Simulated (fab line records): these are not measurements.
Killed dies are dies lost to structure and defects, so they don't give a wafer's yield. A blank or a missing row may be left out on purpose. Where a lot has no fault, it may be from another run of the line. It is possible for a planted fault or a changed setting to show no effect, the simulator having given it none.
Lot-split experiment || flow gf180mcu || 23 wafers read from 5 lots, route of 602 steps

THE SPLIT ITSELF
At GF_VT_IMPLANT_IMPLANT_08, the setting energy_kev was moved away from the recipe's 20 on 10 of the 23 wafers read, by -6.6% to +6.4%. The other wafers ran this setting at the recipe's value.

SPLIT TO READING: what lies between them in the file, 1 step
- GF_VT_IMPLANT_STRIP_09: strips in O2/N2

THE READING
VT_IMPLANT_TW, at GF_VT_IMPLANT_TW_MEAS_10. Typical for fault-free wafers on this fab line: 567, with standard deviation 3.8.

{"wafer": "L075.2", "tool, chamber at the split": "implanter-03, 0", "energy_kev as run": 20, "against the recipe": "recipe", "VT_IMPLANT_TW": 565, "against lot-mates on the recipe": "-"}
{"wafer": "L075.3", "tool, chamber at the split": "implanter-03, 0", "energy_kev as run": 20, "against the recipe": "recipe", "VT_IMPLANT_TW": 563, "against lot-mates on the recipe": "-"}
{"wafer": "L075.4", "tool, chamber at the split": "implanter-03, 0", "energy_kev as run": 18.68, "against the recipe": "-6.6%", "VT_IMPLANT_TW": 550, "against lot-mates on the recipe": -14}
{"wafer": "L075.5", "tool, chamber at the split": "implanter-03, 0", "energy_kev as run": 18.68, "against the recipe": "-6.6%", "VT_IMPLANT_TW": 550, "against lot-mates on the recipe": -14}
{"wafer": "L075.6", "tool, chamber at the split": "implanter-03, 0", "energy_kev as run": 20, "against the recipe": "recipe", "VT_IMPLANT_TW": 565, "against lot-mates on the recipe": "-"}
{"wafer": "L077.1", "tool, chamber at the split": "implanter-02, 0", "energy_kev as run": 20, "against the recipe": "recipe", "VT_IMPLANT_TW": 565, "against lot-mates on the recipe": "-"}
{"wafer": "L077.2", "tool, chamber at the split": "implanter-02, 0", "energy_kev as run": 20.89, "against the recipe": "+4.4%", "VT_IMPLANT_TW": 575, "against lot-mates on the recipe": "+10"}
{"wafer": "L077.4", "tool, chamber at the split": "implanter-02, 0", "energy_kev as run": 20.89, "against the recipe": "+4.4%", "VT_IMPLANT_TW": 572, "against lot-mates on the recipe": "+6"}
{"wafer": "L077.5", "tool, chamber at the split": "implanter-02, 0", "energy_kev as run": 20, "against the recipe": "recipe", "VT_IMPLANT_TW": 566, "against lot-mates on the recipe": "-"}
{"wafer": "L077.6", "tool, chamber at the split": "implanter-02, 0", "energy_kev as run": 20.89, "against the recipe": "+4.4%", "VT_IMPLANT_TW": 572, "against lot-mates on the recipe": "+6"}
{"wafer": "L080.2", "tool, chamber at the split": "implanter-02, 0", "energy_kev as run": 20, "against the recipe": "recipe", "VT_IMPLANT_TW": 569, "against lot-mates on the recipe": "-"}
{"wafer": "L080.3", "tool, chamber at the split": "implanter-02, 0", "energy_kev as run": 20, "against the recipe": "recipe", "VT_IMPLANT_TW": 568, "against lot-mates on the recipe": "-"}
{"wafer": "L080.6", "tool, chamber at the split": "implanter-02, 0", "energy_kev as run": 20, "against the recipe": "recipe", "VT_IMPLANT_TW": 569, "against lot-mates on the recipe": "-"}
{"wafer": "L084.1", "tool, chamber at the split": "implanter-01, 0", "energy_kev as run": 20, "against the recipe": "recipe", "VT_IMPLANT_TW": 569, "against lot-mates on the recipe": "-"}
{"wafer": "L084.2", "tool, chamber at the split": "implanter-01, 0", "energy_kev as run": 19.47, "against the recipe": "-2.7%", "VT_IMPLANT_TW": 567, "against lot-mates on the recipe": -3}
{"wafer": "L084.3", "tool, chamber at the split": "implanter-01, 0", "energy_kev as run": 20, "against the recipe": "recipe", "VT_IMPLANT_TW": 570, "against lot-mates on the recipe": "-"}
{"wafer": "L084.5", "tool, chamber at the split": "implanter-01, 0", "energy_kev as run": 19.47, "against the recipe": "-2.7%", "VT_IMPLANT_TW": 564, "against lot-mates on the recipe": -6}
{"wafer": "L084.6", "tool, chamber at the split": "implanter-01, 0", "energy_kev as run": 20, "against the recipe": "recipe", "VT_IMPLANT_TW": 571, "against lot-mates on the recipe": "-"}
{"wafer": "L085.1", "tool, chamber at the split": "implanter-02, 0", "energy_kev as run": 20, "against the recipe": "recipe", "VT_IMPLANT_TW": 568, "against lot-mates on the recipe": "-"}
{"wafer": "L085.2", "tool, chamber at the split": "implanter-02, 0", "energy_kev as run": 21.28, "against the recipe": "+6.4%", "VT_IMPLANT_TW": 577, "against lot-mates on the recipe": "+10"}
{"wafer": "L085.3", "tool, chamber at the split": "implanter-02, 0", "energy_kev as run": 21.28, "against the recipe": "+6.4%", "VT_IMPLANT_TW": 580, "against lot-mates on the recipe": "+14"}
{"wafer": "L085.4", "tool, chamber at the split": "implanter-02, 0", "energy_kev as run": 20, "against the recipe": "recipe", "VT_IMPLANT_TW": 565, "against lot-mates on the recipe": "-"}
{"wafer": "L085.5", "tool, chamber at the split": "implanter-02, 0", "energy_kev as run": 21.28, "against the recipe": "+6.4%", "VT_IMPLANT_TW": 580, "against lot-mates on the recipe": "+14"}

THE FIT
A straight line over all 23 wafers: VT_IMPLANT_TW changes by +1.93 for each +1% of energy_kev; r = +0.93; the points scatter about the line by 2.8.
The same after taking each lot's own level away (the mean of its wafers on the recipe; 23 wafers): +1.96 for each +1%; r = +0.98; scatter 1.3.
Per that fit: largest energy_kev move, reading shift of 13.
The span of the lots' own levels, 564.3 to 570.0, comes to 1.5 times the standard deviation stated above.
Hence the lot-to-lot level has little effect on the slope; both slopes agree.
Check: -12.8 against its lot-mates is what the line predicts for one of the wafers moved furthest among these (-6.6%) when that wafer is left out of the fit. Against them it came out at -14.3.

THE OTHER SPLITS THESE WAFERS WENT THROUGH
Note: prior to the reading, these wafers also went through further splits. Each is held against what the fit with the lots' levels taken away leaves over:
{"other split on the same wafers": "GF_STI_CVD_03 temp_c", "wafers away from the commonest value": 10, "r with VT_IMPLANT_TW (lot level and that fit taken away)": "+0.20"}
{"other split on the same wafers": "GF_STI_PEB_10 peb_temp_c", "wafers away from the commonest value": 4, "r with VT_IMPLANT_TW (lot level and that fit taken away)": "+0.00"}
{"other split on the same wafers": "GF_DNWELL_COAT_02 spin_rpm", "wafers away from the commonest value": 9, "r with VT_IMPLANT_TW (lot level and that fit taken away)": -0.27}
{"other split on the same wafers": "GF_NWELL_COAT_02 resist_thk_nm", "wafers away from the commonest value": 6, "r with VT_IMPLANT_TW (lot level and that fit taken away)": -0.33}
{"other split on the same wafers": "GF_MVSD_COAT_02 spin_rpm", "wafers away from the commonest value": 11, "r with VT_IMPLANT_TW (lot level and that fit taken away)": -0.20}
{"other split on the same wafers": "GF_MVSD_IMPLANT_08 dose_cm2", "wafers away from the commonest value": 7, "r with VT_IMPLANT_TW (lot level and that fit taken away)": "+0.01"}
{"other split on the same wafers": "GF_MVPSD_IMPLANT_08 dose_cm2", "wafers away from the commonest value": 8, "r with VT_IMPLANT_TW (lot level and that fit taken away)": -0.16}

THE WHOLE CHAIN: every reading that the file lists as answering this split, in the file's order
{"step": "GF_VT_IMPLANT_IMPLANT_08", "what it does": "", "reading": "implant.rp_nm (the simulator's own value, which no gauge read)", "change (the file's fit)": "+0.135 nm for each +1% of the setting", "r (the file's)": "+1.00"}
{"step": "GF_VT_IMPLANT_IMPLANT_08", "what it does": "", "reading": "implant.drp_nm (the simulator's own value, which no gauge read)", "change (the file's fit)": "+0.0685 nm for each +1% of the setting", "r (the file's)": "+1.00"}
{"step": "GF_VT_IMPLANT_TW_MEAS_10", "what it does": "", "reading": "VT_IMPLANT_TW", "change (the file's fit)": "+1.94 for each +1% of the setting", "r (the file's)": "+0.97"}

THE FILE'S OWN FIT
VT_IMPLANT_TW changes by +1.94 for each +1% of energy_kev, r = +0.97.
